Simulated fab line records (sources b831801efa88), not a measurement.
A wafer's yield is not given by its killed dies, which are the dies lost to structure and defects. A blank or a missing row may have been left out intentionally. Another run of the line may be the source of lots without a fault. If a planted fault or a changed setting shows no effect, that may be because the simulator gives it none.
A lot that was struck, set against a sound lot | flow sky130 | 14 out of 708 route steps
Sound: wafers L985.2, L985.3, L985.6. Wafers L994.3, L994.4, L994.6 were the ones struck. The cause is given at the end.
Each step with rows lists, per side, the tool, then ch with its chambers, then its first start. Under that, the readings that differ: sound wafers | struck wafers | difference of the means | sigmas: that difference in standard deviations of wafers without a fault.
alike: same words and numbers on both sides, and readings whose means sit less than 2 such deviations apart. not compared: any withheld reading, any reading some wafer has no value for, any bound like >300 that may hide the same value, and any number with overlapping values for which the record gives no deviation.
The two part at a step that has a row with sigmas, a row that says differs or no value, or rows on one side only. Non-overlapping numbers with no deviation appear without sigmas and do not part them. Lack of a reading on every wafer of one side parts them only where that side has two or more wafers.

first, 5 steps without rows for these wafers: SKY_SD_N_COAT_02 (resist thk 1140 nm); SKY_SD_N_SOFTBAKE_03 (time 60 s); SKY_SD_N_EXPOSE_04 (exposes mask NSDM, target cd 380 nm); SKY_SD_N_PEB_05; SKY_SD_N_DEVELOP_06 (develop time 60 s).
SKY_SD_N_CD_MEAS_07: target cd 380 nm.
  struck on cd_sem-01, day 31 07:41; sound on cd_sem-02, day 28 04:10
  alike: cd_nm
SKY_SD_N_OVL_MEAS_08:
  struck on overlay-02, day 31 07:47; sound on overlay-02, day 28 04:16
  alike: SD_N_OVL
then, 2 steps without rows for these wafers: SKY_SD_N_IMPLANT_09; SKY_SD_N_IMPLANT_10.
SKY_SD_N_STRIP_11: strips in O2/N2.
  sound on plasma_asher-03 ch 0,1, day 28 04:35; struck on plasma_asher-04 ch 0,1, day 31 08:08
  alike: drypump_motor_current_A, oes_product_au, strip_time_to_endpoint_s
  not compared: rf_hours_counter_h
SKY_SD_N_TW_MEAS_12:
  struck on film_metro-02, day 31 08:14; sound on film_metro-02, day 28 04:42
  alike: SD_N_TW
then, 1 step without rows for these wafers: SKY_SD_N_CLEAN_13 (cleans in SC1/SC2, time 150 s).
SKY_SD_N_RTA_14: time 2 s.
  sound on rtp_anneal-02 ch 0, day 28 04:49; struck on rtp_anneal-01, day 31 08:20
  no value came back on the struck wafers for any of 5 readings (anneal_temp_c_max, chamber_o2_ppm and others); on the sound wafers anneal_temp_c_max reads 1080.0 1080.9 1079.8
SKY_SD_N_RS_MEAS_16: the measuring method here is four-point-probe.
  struck on film_metro-03, day 31 08:32; sound on film_metro-04, day 28 05:00
  reading          | sound             | struck | difference                    | sigmas
  SD_N_RS (ohm/sq) | 68.46 68.66 68.62 | - - -  | no value on the struck wafers |

== WHERE THEY PART ==
Earliest at SKY_SD_N_RTA_14; latest, in this record, at SKY_SD_N_RS_MEAS_16.

WHY: the cause the simulator had injected
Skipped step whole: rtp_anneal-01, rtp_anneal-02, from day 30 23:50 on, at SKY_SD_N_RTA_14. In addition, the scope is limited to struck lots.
